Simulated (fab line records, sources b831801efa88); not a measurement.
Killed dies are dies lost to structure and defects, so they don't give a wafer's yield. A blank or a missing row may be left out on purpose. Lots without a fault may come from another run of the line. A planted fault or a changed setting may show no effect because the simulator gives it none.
One fault seen from 2 desks | flow sky130 | each desk has only its own numbers; what lay behind them comes last

THE TOOL OWNER'S DESK: litho_track-03
The tool's own readings at SKY_CONTACT_COAT_08 (resist thk 60 nm): means of the sampled wafers that have a number, for each lot that ran on this tool. A lot is out of limits, marked OUT, if its mean lies more than 4 standard deviations from the usual mean; the brackets give that distance.
Columns: A = spin_speed_rpm at SKY_CONTACT_COAT_08, usual 3000.1 rpm
lot  | first seen here | A
L800 | day 31 17:40    | 2999.9
L804 | day 33 02:25    | 2999.7
L810 | day 35 08:59    | 2999.0
L812 | day 35 18:50    | 3000.5
L817 | day 37 09:26    | 2893.1 (-59) OUT
L818 | day 37 20:32    | 2891.5 (-60) OUT
This desk's finding: out of limits on L817, L818; first on L817, day 37 09:26 (spin_speed_rpm at SKY_CONTACT_COAT_08). In limits: L800, L804, L810, L812.

THE METROLOGY DESK
What the gauges read, lot by lot, whatever tool the lot ran on: means of the sampled wafers that have a number. A lot is out of limits, marked OUT, if its mean lies more than 4 standard deviations from the usual mean; the brackets give that distance.
Columns: A = CONTACT_CVD_00_THK at SKY_CONTACT_THK_MEAS_01, usual 75.0 nm; B = CONTACT_HDPCVD_THK at SKY_CONTACT_THK_MEAS_03, usual 564 nm
lot  | first seen here | A    | B
L798 | day 30 15:31    | 75.1 | 564
L800 | day 31 04:06    | 75.1 | 562
L801 | day 31 10:38    | 75.5 | 569
L804 | day 32 12:38    | 75.6 | 572
L803 | day 32 18:02    | 74.8 | 558
L808 | day 34 03:42    | 74.8 | 560
L810 | day 34 19:41    | 75.1 | 557
L811 | day 35 04:41    | 75.1 | 565
L812 | day 35 05:04    | 74.8 | 564
L814 | day 36 01:20    | 74.5 | 565
L817 | day 36 19:46    | 75.1 | 565
L818 | day 37 08:27    | 75.9 | 563
L819 | day 37 11:04    | 75.3 | 562
This desk's finding: nothing out of limits on any of the 13 lots.

PUT TOGETHER
The tool owner's desk could have raised an alarm at day 37 09:26, on L817, L818.
The metrology desk saw nothing out of limits.
The metrology desk has L817, L818 on record, within its limits.
Of the lots named, all ran SKY_CONTACT_COAT_08 on litho_track-03.

WHAT THE SIMULATOR HAD PUT IN
Process parameter drift: litho_track-03, from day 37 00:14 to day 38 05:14, at SKY_CONTACT_COAT_08. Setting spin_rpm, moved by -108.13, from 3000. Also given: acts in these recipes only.
Lots struck among those shown: L817, L818.
Hours from the fault's start to each desk's first reading out of limits: the tool owner's desk, 9.
